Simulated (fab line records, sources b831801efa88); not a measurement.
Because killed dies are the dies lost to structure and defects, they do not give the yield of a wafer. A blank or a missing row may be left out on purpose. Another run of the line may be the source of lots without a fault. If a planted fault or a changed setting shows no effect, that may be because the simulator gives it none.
What tool caused it? || flow gf180mcu || Sampling: 12 lots, 36 wafers, 6 of 602 route steps

== WHAT THE GAUGES SHOWED, per wafer ==
GF_M1_OVL_MEAS_15.
{"lot": "L638", "measured": "day 17 00:34", "on": "overlay-02", "M1_OVL (nm)": "0 1 -3"}
{"lot": "L641", "measured": "day 18 08:43", "on": "overlay-01", "M1_OVL (nm)": "3 6 -6"}
{"lot": "L642", "measured": "day 18 22:35", "on": "overlay-02", "M1_OVL (nm)": "-2 2 -10"}
{"lot": "L644", "measured": "day 19 13:53", "on": "overlay-02", "M1_OVL (nm)": "-5 6 0"}
{"lot": "L645", "measured": "day 19 23:26", "on": "overlay-02", "M1_OVL (nm)": "-2 -1 -4"}
{"lot": "L646", "measured": "day 20 10:01", "on": "overlay-02", "M1_OVL (nm)": "5 6 -2"}
{"lot": "L649", "measured": "day 21 09:32", "on": "overlay-02", "M1_OVL (nm)": "2 12 6"}
{"lot": "L657", "measured": "day 24 11:37", "on": "overlay-01", "M1_OVL (nm)": "5 9 13"}
{"lot": "L658", "measured": "day 24 12:15", "on": "overlay-01", "M1_OVL (nm)": "0 4 5"}
{"lot": "L659", "measured": "day 24 22:24", "on": "overlay-02", "M1_OVL (nm)": "0 -2 3"}
{"lot": "L660", "measured": "day 25 03:00", "on": "overlay-01", "M1_OVL (nm)": "-2 1 4"}
{"lot": "L661", "measured": "day 25 15:53", "on": "overlay-01", "M1_OVL (nm)": "8 3 5"}

GF_V1_THK_MEAS_01.
{"lot": "L638", "measured": "day 17 01:20", "on": "film_metro-03", "V1_CVD_00_THK (nm)": "587 592 594"}
{"lot": "L641", "measured": "day 18 09:31", "on": "film_metro-03", "V1_CVD_00_THK (nm)": "599 593 603"}
{"lot": "L642", "measured": "day 18 23:24", "on": "film_metro-02", "V1_CVD_00_THK (nm)": "611 611 611"}
{"lot": "L644", "measured": "day 19 14:40", "on": "film_metro-03", "V1_CVD_00_THK (nm)": "608 600 595"}
{"lot": "L645", "measured": "day 20 00:16", "on": "film_metro-03", "V1_CVD_00_THK (nm)": "603 599 609"}
{"lot": "L646", "measured": "day 20 10:49", "on": "film_metro-03", "V1_CVD_00_THK (nm)": "596 596 601"}
{"lot": "L649", "measured": "day 21 10:19", "on": "film_metro-02", "V1_CVD_00_THK (nm)": "595 606 598"}
{"lot": "L657", "measured": "day 24 12:24", "on": "film_metro-04", "V1_CVD_00_THK (nm)": "613 597 605"}
{"lot": "L658", "measured": "day 24 13:02", "on": "film_metro-04", "V1_CVD_00_THK (nm)": "594 601 595"}
{"lot": "L659", "measured": "day 24 23:12", "on": "film_metro-02", "V1_CVD_00_THK (nm)": "591 597 598"}
{"lot": "L660", "measured": "day 25 03:54", "on": "film_metro-03", "V1_CVD_00_THK (nm)": "603 597 604"}
{"lot": "L661", "measured": "day 25 16:40", "on": "film_metro-03", "V1_CVD_00_THK (nm)": "603 610 607"}

GF_V1_THK_MEAS_03.
{"lot": "L638", "measured": "day 17 01:28", "on": "film_metro-04", "V1_CVD_02_THK (nm)": "851 857 858"}
{"lot": "L641", "measured": "day 18 09:38", "on": "film_metro-04", "V1_CVD_02_THK (nm)": "829 855 852"}
{"lot": "L642", "measured": "day 18 23:32", "on": "film_metro-03", "V1_CVD_02_THK (nm)": "827 823 834"}
{"lot": "L644", "measured": "day 19 14:47", "on": "film_metro-02", "V1_CVD_02_THK (nm)": "836 820 848"}
{"lot": "L645", "measured": "day 20 00:25", "on": "film_metro-04", "V1_CVD_02_THK (nm)": "844 850 852"}
{"lot": "L646", "measured": "day 20 10:56", "on": "film_metro-02", "V1_CVD_02_THK (nm)": "842 833 840"}
{"lot": "L649", "measured": "day 21 10:27", "on": "film_metro-03", "V1_CVD_02_THK (nm)": "816 843 853"}
{"lot": "L657", "measured": "day 24 12:31", "on": "film_metro-02", "V1_CVD_02_THK (nm)": "862 847 848"}
{"lot": "L658", "measured": "day 24 13:10", "on": "film_metro-04", "V1_CVD_02_THK (nm)": "926 942 946"}
{"lot": "L659", "measured": "day 24 23:20", "on": "film_metro-03", "V1_CVD_02_THK (nm)": "927 950 955"}
{"lot": "L660", "measured": "day 25 04:02", "on": "film_metro-02", "V1_CVD_02_THK (nm)": "928 919 937"}
{"lot": "L661", "measured": "day 25 16:47", "on": "film_metro-02", "V1_CVD_02_THK (nm)": "829 829 853"}

GF_V1_OVL_MEAS_15.
{"lot": "L638", "measured": "day 18 01:42", "on": "overlay-01", "V1_OVL (nm)": "0 2 -2"}
{"lot": "L641", "measured": "day 19 10:30", "on": "overlay-01", "V1_OVL (nm)": "8 4 11"}
{"lot": "L642", "measured": "day 20 00:47", "on": "overlay-02", "V1_OVL (nm)": "13 13 20"}
{"lot": "L644", "measured": "day 20 15:51", "on": "overlay-02", "V1_OVL (nm)": "4 -8 -6"}
{"lot": "L645", "measured": "day 21 01:52", "on": "overlay-01", "V1_OVL (nm)": "3 3 4"}
{"lot": "L646", "measured": "day 21 11:25", "on": "overlay-02", "V1_OVL (nm)": "4 1 1"}
{"lot": "L649", "measured": "day 22 10:24", "on": "overlay-02", "V1_OVL (nm)": "11 1 11"}
{"lot": "L657", "measured": "day 25 11:04", "on": "overlay-02", "V1_OVL (nm)": "-2 1 1"}
{"lot": "L658", "measured": "day 25 11:25", "on": "overlay-01", "V1_OVL (nm)": "6 0 7"}
{"lot": "L659", "measured": "day 25 21:13", "on": "overlay-02", "V1_OVL (nm)": "9 8 9"}
{"lot": "L660", "measured": "day 26 01:59", "on": "overlay-02", "V1_OVL (nm)": "4 7 6"}
{"lot": "L661", "measured": "day 26 13:12", "on": "overlay-02", "V1_OVL (nm)": "1 3 7"}

== TOOL THAT RAN EACH LOT (tool first, then ch and the chambers of the sampled wafers, then the start) ==
{"lot": "L638", "GF_V1_CVD_02": "pecvd-04 ch 1,2, day 17 01:23", "GF_V1_CMP_04": "cmp-01 ch 1,2, day 17 01:34"}
{"lot": "L641", "GF_V1_CVD_02": "pecvd-02 ch 0,1,2, day 18 09:34", "GF_V1_CMP_04": "cmp-01 ch 0,2,3, day 18 09:51"}
{"lot": "L642", "GF_V1_CVD_02": "pecvd-02 ch 0,1,2, day 18 23:28", "GF_V1_CMP_04": "cmp-02 ch 0,1,2, day 18 23:41"}
{"lot": "L644", "GF_V1_CVD_02": "pecvd-04 ch 0,1, day 19 14:43", "GF_V1_CMP_04": "cmp-02 ch 1,2,3, day 19 14:50"}
{"lot": "L645", "GF_V1_CVD_02": "pecvd-01 ch 0,2, day 20 00:19", "GF_V1_CMP_04": "cmp-01 ch 0,2,3, day 20 00:35"}
{"lot": "L646", "GF_V1_CVD_02": "pecvd-02 ch 0,1,2, day 20 10:52", "GF_V1_CMP_04": "cmp-01 ch 1,2,3, day 20 11:00"}
{"lot": "L649", "GF_V1_CVD_02": "pecvd-02 ch 0,1,2, day 21 10:22", "GF_V1_CMP_04": "cmp-01 ch 1,2, day 21 10:30"}
{"lot": "L657", "GF_V1_CVD_02": "pecvd-04 ch 0,1,2, day 24 12:26", "GF_V1_CMP_04": "cmp-02 ch 0,1, day 24 12:49"}
{"lot": "L658", "GF_V1_CVD_02": "pecvd-02 ch 0,1, day 24 13:04", "GF_V1_CMP_04": "cmp-02 ch 1,2,3, day 24 13:21"}
{"lot": "L659", "GF_V1_CVD_02": "pecvd-02 ch 1,2, day 24 23:14", "GF_V1_CMP_04": "cmp-02 ch 0,3, day 24 23:22"}
{"lot": "L660", "GF_V1_CVD_02": "pecvd-02 ch 0,1,2, day 25 03:58", "GF_V1_CMP_04": "cmp-02 ch 0,2,3, day 25 04:08"}
{"lot": "L661", "GF_V1_CVD_02": "pecvd-01 ch 1,2, day 25 16:43", "GF_V1_CMP_04": "cmp-02 ch 0,1,2, day 25 16:54"}
- GF_V1_CVD_02: deposits SiO2 from TEOS, target thk 850 nm, time 94.851 s.
- GF_V1_CMP_04: polishes SiO2.

== AS READ BY THE TOOLS THEMSELVES (means over the sampled wafers that have a number; for cases with no such wafer, the mark the record gives instead) ==
GF_V1_CVD_02.
{"lot": "L638", "tool": "pecvd-04", "heater_power_w (W)": 491, "rf_fwd_power_W (W)": 598.1, "susceptor_temp_C (C)": 399.81}
{"lot": "L641", "tool": "pecvd-02", "heater_power_w (W)": 733, "rf_fwd_power_W (W)": 596.0, "susceptor_temp_C (C)": 399.95}
{"lot": "L642", "tool": "pecvd-02", "heater_power_w (W)": 810, "rf_fwd_power_W (W)": 595.3, "susceptor_temp_C (C)": 400.12}
{"lot": "L644", "tool": "pecvd-04", "heater_power_w (W)": 551, "rf_fwd_power_W (W)": 594.6, "susceptor_temp_C (C)": 400.08}
{"lot": "L645", "tool": "pecvd-01", "heater_power_w (W)": 633, "rf_fwd_power_W (W)": 595.1, "susceptor_temp_C (C)": 400.40}
{"lot": "L646", "tool": "pecvd-02", "heater_power_w (W)": 765, "rf_fwd_power_W (W)": 594.9, "susceptor_temp_C (C)": 399.91}
{"lot": "L649", "tool": "pecvd-02", "heater_power_w (W)": 745, "rf_fwd_power_W (W)": 595.5, "susceptor_temp_C (C)": 400.29}
{"lot": "L657", "tool": "pecvd-04", "heater_power_w (W)": 587, "rf_fwd_power_W (W)": 596.8, "susceptor_temp_C (C)": 400.05}
{"lot": "L658", "tool": "pecvd-02", "heater_power_w (W)": 716, "rf_fwd_power_W (W)": 833.1, "susceptor_temp_C (C)": 400.20}
{"lot": "L659", "tool": "pecvd-02", "heater_power_w (W)": 735, "rf_fwd_power_W (W)": 837.9, "susceptor_temp_C (C)": 399.99}
{"lot": "L660", "tool": "pecvd-02", "heater_power_w (W)": 724, "rf_fwd_power_W (W)": 835.6, "susceptor_temp_C (C)": 400.02}
{"lot": "L661", "tool": "pecvd-01", "heater_power_w (W)": 666, "rf_fwd_power_W (W)": 595.1, "susceptor_temp_C (C)": 399.78}

GF_V1_CMP_04.
{"lot": "L638", "tool": "cmp-01", "motor_current_A (A)": 12.6, "platen_rpm (rpm)": 60.00, "retaining_ring_pressure_frac": 0.996, "time_to_endpoint_s (s)": 78}
{"lot": "L641", "tool": "cmp-01", "motor_current_A (A)": 11.8, "platen_rpm (rpm)": 59.99, "retaining_ring_pressure_frac": 0.998, "time_to_endpoint_s (s)": 73}
{"lot": "L642", "tool": "cmp-02", "motor_current_A (A)": 11.8, "platen_rpm (rpm)": 60.01, "retaining_ring_pressure_frac": 1.008, "time_to_endpoint_s (s)": 76}
{"lot": "L644", "tool": "cmp-02", "motor_current_A (A)": 11.8, "platen_rpm (rpm)": 59.99, "retaining_ring_pressure_frac": 0.999, "time_to_endpoint_s (s)": 72}
{"lot": "L645", "tool": "cmp-01", "motor_current_A (A)": 11.7, "platen_rpm (rpm)": 60.01, "retaining_ring_pressure_frac": 0.994, "time_to_endpoint_s (s)": 77}
{"lot": "L646", "tool": "cmp-01", "motor_current_A (A)": 11.7, "platen_rpm (rpm)": 60.00, "retaining_ring_pressure_frac": 1.003, "time_to_endpoint_s (s)": 72}
{"lot": "L649", "tool": "cmp-01", "motor_current_A (A)": 12.2, "platen_rpm (rpm)": 59.99, "retaining_ring_pressure_frac": 1.005, "time_to_endpoint_s (s)": 72}
{"lot": "L657", "tool": "cmp-02", "motor_current_A (A)": 11.7, "platen_rpm (rpm)": 60.03, "retaining_ring_pressure_frac": 0.999, "time_to_endpoint_s (s)": 85}
{"lot": "L658", "tool": "cmp-02", "motor_current_A (A)": 11.6, "platen_rpm (rpm)": 60.03, "retaining_ring_pressure_frac": 1.003, "time_to_endpoint_s (s)": 114}
{"lot": "L659", "tool": "cmp-02", "motor_current_A (A)": 10.7, "platen_rpm (rpm)": 59.97, "retaining_ring_pressure_frac": 0.991, "time_to_endpoint_s (s)": 119}
{"lot": "L660", "tool": "cmp-02", "motor_current_A (A)": 10.8, "platen_rpm (rpm)": 60.01, "retaining_ring_pressure_frac": 0.998, "time_to_endpoint_s (s)": 109}
{"lot": "L661", "tool": "cmp-02", "motor_current_A (A)": 11.7, "platen_rpm (rpm)": 60.03, "retaining_ring_pressure_frac": 0.995, "time_to_endpoint_s (s)": 77}

== THE ANSWER, worked out from the rows above alone ==
Rule: the usual values come from the lots themselves. Put in order of their means at a reading, lots are off if they are a third of the lots or fewer, leave a main group of 4 or more, and stand apart from it by a gap of 3 or more times the standard deviation of the main group's means; of several such gaps the widest counts. Not used: any main group whose means are identical at the precision the tables above print for the reading. A lot without any number at a reading at which 4 lots or more have one is off too. All remaining lots with rows at the step are treated as sound. Order of review: gauges by route order, followed by the tools' own readings, for which a lot's mean as printed above is used. The first step at which some lot is off is used, and at that step the reading that is off furthest; a lot without a number counts as furthest.
Off: at GF_V1_THK_MEAS_03 (V1_CVD_02_THK), L658, L659, L660. Main group: mean 842 nm, sd 8.5.
If a tool, at a process step before that reading, ran all the lots that are off and no sound lot after the first of them, it fits. Not tried: the gauges at GF_V1_THK_MEAS_03; whatever is off there is also off at GF_V1_CVD_02, on other tools, and gauge error can't account for it. One fits: pecvd-02 at GF_V1_CVD_02. Its last sound lot is L649 (day 21 10:22), its first lot that is off L658 (day 24 13:04): a fault that began between those two fits.
On the lots that are off, the tool's own readings at GF_V1_CVD_02 differ by more than 5 times the standard deviation of the sound lots' means, which bears it out; rf_fwd_power_W reads 835.5 W there versus 595.7 W on the sound lots.

== WHAT THE SIMULATOR HAD INSERTED ==
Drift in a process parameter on pecvd-02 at GF_V1_CVD_02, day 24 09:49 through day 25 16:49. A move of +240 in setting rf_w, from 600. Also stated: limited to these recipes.
Struck lots among those shown: L658, L659, L660. This agrees with what the rule above found.
